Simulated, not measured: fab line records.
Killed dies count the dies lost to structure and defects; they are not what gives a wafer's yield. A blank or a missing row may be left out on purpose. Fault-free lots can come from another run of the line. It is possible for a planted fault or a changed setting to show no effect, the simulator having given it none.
Which tool is to blame? + flow sky130 + 35 wafers from 12 lots sampled at 2 of the route's 708 steps

## WHAT THE GAUGES SHOWED, per wafer
SKY_METAL1_RS_MEAS_05: measurement is done with a four-point probe.
| lot  | measured     | on            | METAL1_ALCU_RS (ohm/sq) |
|------|--------------|---------------|-------------------------|
| L802 | day 31 17:08 | film metro-01 | 0.1267 0.1265 0.1275    |
| L803 | day 32 03:11 | film metro-04 | 0.1258 0.1267 0.1272    |
| L804 | day 32 12:25 | film metro-04 | 0.1236 0.1254 0.1253    |
| L812 | day 34 21:40 | film metro-04 | 0.1254 0.1268 0.1253    |
| L814 | day 35 14:43 | film metro-04 | 0.1259 0.1265 0.1256    |
| L815 | day 35 18:46 | film metro-04 | 0.1254 0.1267 0.1294    |
| L816 | day 36 05:44 | film metro-03 | 0.1246 0.1242 0.1228    |
| L819 | day 37 05:13 | film metro-01 | 0.1257 0.1277 0.1278    |
| L820 | day 37 10:22 | film metro-04 | 0.1256 0.1248 0.1249    |
| L821 | day 37 18:13 | film metro-03 | 0.1281 0.1281           |
| L823 | day 38 09:29 | film metro-03 | 0.1266 0.1268 0.1260    |
| L824 | day 38 12:06 | film metro-04 | 0.1238 0.1236 0.1228    |

## WHICH TOOL RAN EACH LOT (tool, then ch and the chambers of the sampled wafers, then the start)
| lot  | SKY_METAL1_SPUTTER_02        |
|------|------------------------------|
| L802 | pvd sputter-03, day 31 17:01 |
| L803 | pvd sputter-01, day 32 03:03 |
| L804 | pvd sputter-01, day 32 12:19 |
| L812 | pvd sputter-03, day 34 21:34 |
| L814 | pvd sputter-04, day 35 14:35 |
| L815 | pvd sputter-01, day 35 18:40 |
| L816 | pvd sputter-01, day 36 05:38 |
| L819 | pvd sputter-04, day 37 05:07 |
| L820 | pvd sputter-03, day 37 10:15 |
| L821 | pvd sputter-03, day 37 18:07 |
| L823 | pvd sputter-03, day 38 09:24 |
| L824 | pvd sputter-03, day 38 12:01 |
- SKY_METAL1_SPUTTER_02: material AlCu, target thk 250 nm, time 13.3 s.

## AS READ BY THE TOOLS THEMSELVES (means over the sampled wafers that have a number; for cases with no such wafer, the mark the record gives instead)
SKY_METAL1_SPUTTER_02.
| lot  | tool           | chamber pressure pa (Pa) | throttle valve pct (%) |
|------|----------------|--------------------------|------------------------|
| L802 | pvd sputter-03 | 0.3995                   | 29.9                   |
| L803 | pvd sputter-01 | 0.4005                   | 29.5                   |
| L804 | pvd sputter-01 | 0.3998                   | 29.7                   |
| L812 | pvd sputter-03 | 0.3994                   | 30.4                   |
| L814 | pvd sputter-04 | 0.4003                   | 30.2                   |
| L815 | pvd sputter-01 | 0.4001                   | 29.5                   |
| L816 | pvd sputter-01 | 0.4000                   | 30.0                   |
| L819 | pvd sputter-04 | 0.4006                   | 29.7                   |
| L820 | pvd sputter-03 | 0.3997                   | 30.5                   |
| L821 | pvd sputter-03 | 0.4007                   | 29.6                   |
| L823 | pvd sputter-03 | 0.4004                   | 30.0                   |
| L824 | pvd sputter-03 | 0.4009                   | 30.3                   |

## THE ANSWER, worked out from the rows above alone
Rule: what is usual is taken from the lots themselves. The widest of any qualifying gaps counts: lots, ordered by their means at a reading, are off when they make up no more than a third of the lots, leave a main group of 4 or more, and stand apart from it by 3 or more times the standard deviation of that group's means. A main group whose means are all the same, to the digits that the tables above print for the reading, isn't used. Also off: a lot with no number at a reading for which 4 or more lots have one. Where the step has rows for the other lots, those lots are counted as sound. First the gauges in route order, then the tools' own readings, where a lot's mean is used as printed above. The first step at which some lot is off is used, and at that step the reading that is off furthest; a lot without a number counts as furthest.
No lot is off on any of the readings shown, so nothing can be concluded from this.

## WHAT WAS PUT IN BY THE SIMULATOR
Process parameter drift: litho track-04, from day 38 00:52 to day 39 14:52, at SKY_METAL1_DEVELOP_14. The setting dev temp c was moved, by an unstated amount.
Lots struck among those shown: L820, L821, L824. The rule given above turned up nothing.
